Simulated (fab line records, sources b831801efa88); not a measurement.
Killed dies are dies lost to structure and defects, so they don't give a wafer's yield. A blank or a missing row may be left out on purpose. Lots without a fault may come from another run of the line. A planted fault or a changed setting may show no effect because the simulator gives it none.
Problem report in the 8D (eight disciplines) form, filled by code | flow sky130 | the parts of the form that need people (team, actions taken, sign-off) are left out

1. THE PROBLEM
rf_fwd_power_W at SKY_FIELD_ISO_ETCH_17 reads a mean of 692.2 W on 6 wafers of 2 lots; wafers without a fault read 596.5 W with a standard deviation of 2.1. That is +46 standard deviations from the usual mean.
The step: etches Si in HBr/Cl2/O2, target depth 342 nm, time 97.7 s.
First seen on wafer L809.2, day 5 21:31, on rie_si-01. The record holds 39 wafers of 13 lots with a number at this step. Rule for "out", or "out of limits": more than 4 standard deviations from the usual mean. The other wafers with a number count as sound.

2. WHAT IT IS AND WHAT IT IS NOT
question                    | is                     | is not
which readings at this step | rf_fwd_power_W         | drypump_motor_current_A
which lots                  | L809, L811             | L792, L793, L794, L795, L796, L798, L799, L800, L802, L803, L807
which wafers of those lots  | all that have a number | -
read on which tools         | rie_si-01              | rie_si-02
when                        | from day 5 21:31       | up to then (33 sound wafers)

3. SUSPECTS, AND WHAT RULES EACH OUT
Counting: a tool at a process step up to the reading stays a suspect if it ran every lot that is out and no sound lot after the first of them.
- rie_si-01 at SKY_FIELD_ISO_ETCH_17 (etches Si in HBr/Cl2/O2, target depth 342 nm, time 97.7 s): kept. It ran every lot that is out, first L809 (day 5 21:31), and no sound lot after that; its last sound lot up to then is L807 (day 5 12:38). Its own readings are out on those wafers: rf_fwd_power_W.
Left after counting: rie_si-01 at SKY_FIELD_ISO_ETCH_17.

4. THE CAUSE (what the simulator had put in)
Process parameter drift: rie_si-01, from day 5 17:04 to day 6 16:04, at SKY_FIELD_ISO_ETCH_17. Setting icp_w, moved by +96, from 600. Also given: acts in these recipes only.
Counting left only this tool.

5. THE CHAIN OF EFFECTS, in route order
Each row: a reading whose mean over the struck wafers that have a number lies more than 3 standard deviations from the usual. Only readings for which the record gives a usual standard deviation are gone through. hours: the time from each lot's start at the first step in this table that gives one to its start at this step, as a median over the lots. sigmas: the change in usual standard deviations.
hours | step                  | reading        | usual      | on struck wafers | change | sigmas
0     | SKY_FIELD_ISO_ETCH_17 | oes_product_au | 1.004 a.u. | 1.043            | +0.039 | +3.6
0     | SKY_FIELD_ISO_ETCH_17 | rf_fwd_power_W | 596.5 W    | 692.2            | +95.8  | +46
The process steps in it:
- SKY_FIELD_ISO_ETCH_17: etches Si in HBr/Cl2/O2, target depth 342 nm, time 97.7 s.
Later measuring or inspecting steps at which every struck wafer that the step has a row for has a number for every such reading, and none has moved that far: SKY_VIA1_OVL_MEAS_13, SKY_METAL2_THK_MEAS_06.

6. WHAT WOULD HAVE CAUGHT IT SOONER
In this record the first reading out of limits was taken at day 5 21:31, 4 hours after the fault began at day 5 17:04.
